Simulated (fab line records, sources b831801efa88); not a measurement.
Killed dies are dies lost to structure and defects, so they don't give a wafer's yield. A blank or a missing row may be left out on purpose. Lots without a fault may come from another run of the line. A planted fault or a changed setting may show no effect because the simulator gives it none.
One fault seen from 2 desks | flow sky130 | each desk has only its own numbers; what lay behind them comes last

THE TOOL OWNER'S DESK: iline_stepper-01
The tool's own readings at SKY_PASSIVATION_EXPOSE_08 (exposes mask NSM, target cd 3000 nm): means of the sampled wafers that have a number, for each lot that ran on this tool. A lot is out of limits, marked OUT, if its mean lies more than 4 standard deviations from the usual mean; the brackets give that distance.
Columns: A = exposure_dose_mJ_cm2 at SKY_PASSIVATION_EXPOSE_08, usual 260.05; B = focus_offset_nm at SKY_PASSIVATION_EXPOSE_08, usual 0.1 nm
lot  | first seen here | A      | B
L711 | day 44 01:25    | 260.16 | -0.1
L712 | day 44 18:50    | 259.98 | -0.1
L715 | day 46 05:26    | 259.96 | 0.7
L720 | day 46 16:38    | 259.74 | -0.1
L723 | day 47 16:46    | 260.31 | -0.1
L732 | day 49 06:53    | 259.93 | -0.5
L734 | day 50 07:22    | 259.80 | -0.2
This desk's finding: nothing out of limits on any of the 7 lots.

THE METROLOGY DESK
What the gauges read, lot by lot, whatever tool the lot ran on: means of the sampled wafers that have a number. A lot is out of limits, marked OUT, if its mean lies more than 4 standard deviations from the usual mean; the brackets give that distance.
Columns: A = CAPM_TIN_RS at SKY_CAPM_RS_MEAS_03, usual 6.91 ohm/sq; B = METAL5_ALCU_RS at SKY_METAL5_RS_MEAS_05, usual 0.0271 ohm/sq
lot  | first seen here | A    | B
L711 | day 36 02:07    | 6.95 | 0.0273
L712 | day 36 20:16    | 6.92 | 0.0272
L713 | day 36 21:15    | 6.90 | 0.0268
L714 | day 37 11:09    | 7.00 | 0.0271
L715 | day 38 16:17    | 6.84 | 0.0271
L720 | day 39 08:20    | 6.83 | 0.0273
L721 | day 39 20:37    | 6.99 | 0.0275
L723 | day 40 05:10    | 6.96 | 0.0269
L722 | day 40 06:53    | 6.80 | 0.0271
L727 | day 41 17:40    | 7.01 | 0.0270
L728 | day 41 22:56    | 6.92 | 0.0274
L732 | day 42 17:10    | 6.90 | 0.0270
L734 | day 43 16:56    | 6.87 | 0.0270
L733 | day 44 18:40    | 6.91 | 0.0274
This desk's finding: nothing out of limits on any of the 14 lots.

PUT TOGETHER
The tool owner's desk saw nothing out of limits.
The metrology desk saw nothing out of limits.

WHAT THE SIMULATOR HAD PUT IN
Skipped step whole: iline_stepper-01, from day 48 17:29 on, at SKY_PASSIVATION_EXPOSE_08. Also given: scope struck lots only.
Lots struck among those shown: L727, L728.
